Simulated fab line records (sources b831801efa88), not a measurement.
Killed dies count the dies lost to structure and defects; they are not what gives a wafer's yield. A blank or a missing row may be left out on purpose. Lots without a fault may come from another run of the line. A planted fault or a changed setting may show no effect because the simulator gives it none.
Matching of chambers	flow sky130	SKY_CONTACT_ETCH_17 on rie-diel-01 has 4 sister chambers
The step etches SiO2 in C4F8/O2/Ar, stops on Si3N4, target depth 340 nm. 4 wafers are shown with their chamber, then 12 later ones without.

WAFERS, EACH WITH ITS CHAMBER
wafer	chamber	rf-fwd-power-W (W)
L088.3	2	1484
L089.1	1	1485
L089.2	0	1498
L089.3	3	1484

WAFERS WITHOUT THEIR CHAMBER
wafer	rf-fwd-power-W (W)
L090.1	1489
L090.2	1491
L090.6	1494
L092.1	1488
L092.4	1485
L092.6	1486
L094.2	1494
L094.3	1490
L094.4	1474
L097.2	1490
L097.3	1489
L097.6	1496

WHICH CHAMBER EACH WENT THROUGH
wafer	from the rows above	in truth
L090.1	can't be placed: 1 or 2 or 3 or 0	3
L090.2	can't be placed: 1 or 0 or 2 or 3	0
L090.6	can't be placed: 0 or 1 or 2 or 3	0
L092.1	can't be placed: 1 or 2 or 3 or 0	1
L092.4	can't be placed: 1 or 2 or 3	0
L092.6	can't be placed: 1 or 2 or 3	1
L094.2	can't be placed: 0 or 1 or 2 or 3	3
L094.3	can't be placed: 1 or 2 or 3 or 0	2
L094.4	can't be placed: 2 or 3 or 1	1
L097.2	can't be placed: 1 or 2 or 3 or 0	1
L097.3	can't be placed: 1 or 2 or 3 or 0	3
L097.6	can't be placed: 0 or 1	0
0 of 12 placed correctly. Unplaceable from these rows: 12, with the true chamber sitting among the candidates in 11. 0 placed wrongly.
How it was worked out, from the rows above alone: a wafer's distance from a chamber is the root of the sum, over the readings, of the square of ((its reading less the chamber's mean) divided by the reading's scatter). If the next closest chamber is less than 2 further off than the closest, the wafer can't be placed; otherwise it belongs to the closest. For every chamber, the mean is computed from those of its wafers that are shown. The scatter: root of mean squared gap, hidden wafer to nearest shown wafer, with one shown wafer a chamber.
